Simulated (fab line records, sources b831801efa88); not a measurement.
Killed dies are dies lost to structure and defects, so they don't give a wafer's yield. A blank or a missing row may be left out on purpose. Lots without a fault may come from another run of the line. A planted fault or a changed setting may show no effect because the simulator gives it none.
Tool commonality check | flow gf180mcu | 15 lots, 45 wafers sampled

WHY IT WAS OPENED
At GF_POLY_GATE_THK_MEAS_01 the reading POLY_GATE_CVD_00_THK is flagged on 3 of 15 lots. Wafers without a fault read 200.2 nm, standard deviation 2.
Rule: a lot is flagged when every wafer of it that has a number lies more than 4 standard deviations from that mean, or none has a number. The other lots count as sound.

lot  | measured     | on            | POLY_GATE_CVD_00_THK (nm), wafer by wafer | flag
L372 | day 8 14:20  | film_metro-01 | 198.0 198.5 197.3                         |
L373 | day 8 18:32  | film_metro-01 | 196.5 196.8 198.4                         |
L374 | day 9 02:44  | film_metro-01 | 203.2 202.7 202.2                         |
L377 | day 10 02:30 | film_metro-03 | 195.8 196.8 197.1                         |
L379 | day 10 11:31 | film_metro-02 | 196.3 197.5 197.2                         |
L380 | day 10 18:52 | film_metro-02 | 200.6 200.6 202.9                         |
L382 | day 11 05:55 | film_metro-03 | 202.0 202.5 204.3                         |
L383 | day 11 14:54 | film_metro-03 | 150.6 150.6 149.5                         | FLAGGED
L384 | day 11 19:20 | film_metro-01 | 150.2 149.1 151.1                         | FLAGGED
L385 | day 12 08:05 | film_metro-02 | 149.9 150.0 148.4                         | FLAGGED
L388 | day 13 02:25 | film_metro-03 | 202.8 201.0 201.3                         |
L392 | day 13 22:53 | film_metro-03 | 200.5 200.3 201.1                         |
L393 | day 14 07:25 | film_metro-02 | 201.9 203.2 202.7                         |
L394 | day 14 14:59 | film_metro-03 | 200.0 201.7 200.8                         |
L395 | day 15 06:49 | film_metro-02 | 201.0 199.1 202.4                         |
The numbers of the flagged lots are 149.9 nm on average: -50.3 nm against the usual, or -25 standard deviations.

WHICH TOOL RAN EACH LOT
The record holds 2 process steps before the reading, out of a route of 602 steps. In each cell: the tool, then ch and the chambers that the sampled wafers went through, then the start.
lot  | flag    | GF_NWELL_STRIP_10                   | GF_POLY_GATE_CVD_00
L372 |         | plasma_asher-04 ch 0,1, day 3 07:33 | lpcvd-02 ch 0, day 8 12:59
L373 |         | plasma_asher-02 ch 0,1, day 3 16:33 | lpcvd-02 ch 0, day 8 17:13
L374 |         | plasma_asher-04 ch 0,1, day 4 00:15 | lpcvd-01 ch 0, day 9 01:23
L377 |         | plasma_asher-04 ch 0,1, day 4 14:56 | lpcvd-01 ch 1, day 10 01:09
L379 |         | plasma_asher-02 ch 0,1, day 4 23:45 | lpcvd-01 ch 0, day 10 10:11
L380 |         | plasma_asher-04 ch 0,1, day 5 03:57 | lpcvd-02 ch 1, day 10 17:32
L382 |         | plasma_asher-02 ch 0,1, day 5 14:09 | lpcvd-02 ch 1, day 11 04:34
L383 | FLAGGED | plasma_asher-03 ch 0,1, day 5 18:12 | lpcvd-02 ch 1, day 11 13:34
L384 | FLAGGED | plasma_asher-02 ch 0,1, day 5 23:23 | lpcvd-02 ch 0, day 11 17:58
L385 | FLAGGED | plasma_asher-04 ch 0,1, day 6 08:45 | lpcvd-02 ch 0, day 12 06:05
L388 |         | plasma_asher-04 ch 0,1, day 6 23:59 | lpcvd-01 ch 1, day 13 01:04
L392 |         | plasma_asher-02 ch 0,1, day 7 19:56 | lpcvd-01 ch 0, day 13 21:32
L393 |         | plasma_asher-02 ch 0,1, day 8 00:23 | lpcvd-01 ch 0, day 14 06:04
L394 |         | plasma_asher-04 ch 0,1, day 8 06:23 | lpcvd-01 ch 0, day 14 13:40
L395 |         | plasma_asher-04 ch 0,1, day 8 18:23 | lpcvd-01 ch 1, day 15 05:29
What these steps do:
- GF_NWELL_STRIP_10: strips in O2/N2.
- GF_POLY_GATE_CVD_00: deposits poly-Si, target thk 200 nm, time 1200 s.
- GF_POLY_GATE_THK_MEAS_01

FLAGGED OVER TOTAL, TOOL BY TOOL (the gauges that took the reading come last)
step                     | tool            | lots run | flagged | share of the flagged lots | sound lots run after its first flagged lot
GF_NWELL_STRIP_10        | plasma_asher-02 | 6        | 1       | some                      | 2 (L392,L393)
GF_NWELL_STRIP_10        | plasma_asher-03 | 1        | 1       | some                      | 0
GF_NWELL_STRIP_10        | plasma_asher-04 | 8        | 1       | some                      | 3 (L388,L394,L395)
GF_POLY_GATE_CVD_00      | lpcvd-01        | 8        | 0       | none                      | -
GF_POLY_GATE_CVD_00      | lpcvd-02        | 7        | 3       | all                       | 0
GF_POLY_GATE_THK_MEAS_01 | film_metro-01   | 4        | 1       | some                      | 0
GF_POLY_GATE_THK_MEAS_01 | film_metro-02   | 5        | 1       | some                      | 2 (L393,L395)
GF_POLY_GATE_THK_MEAS_01 | film_metro-03   | 6        | 1       | some                      | 3 (L388,L392,L394)

WHAT THE TABLE ALLOWS
1 row of the table ran every flagged lot: lpcvd-02 at GF_POLY_GATE_CVD_00.
- lpcvd-02 at GF_POLY_GATE_CVD_00: 3 of its 7 lots flagged. Its last sound lot is L382 (day 11 04:34), its first flagged lot L383 (day 11 13:34): a fault that began between those two fits. Its own readings lie more than 4 standard deviations out on every wafer of the flagged lots: spike_tc_bottom_C, spike_tc_centre_C, spike_tc_lower_C, spike_tc_top_C, spike_tc_upper_C, susceptor_temp_C.
One tool is left: lpcvd-02 at GF_POLY_GATE_CVD_00.

WHAT THE SIMULATOR HAD PUT IN
Process parameter drift: lpcvd-02, from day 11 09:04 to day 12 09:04, at GF_POLY_GATE_CVD_00. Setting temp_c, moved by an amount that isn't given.
Lots struck among those shown: L383, L384, L385. The rule above found the same.
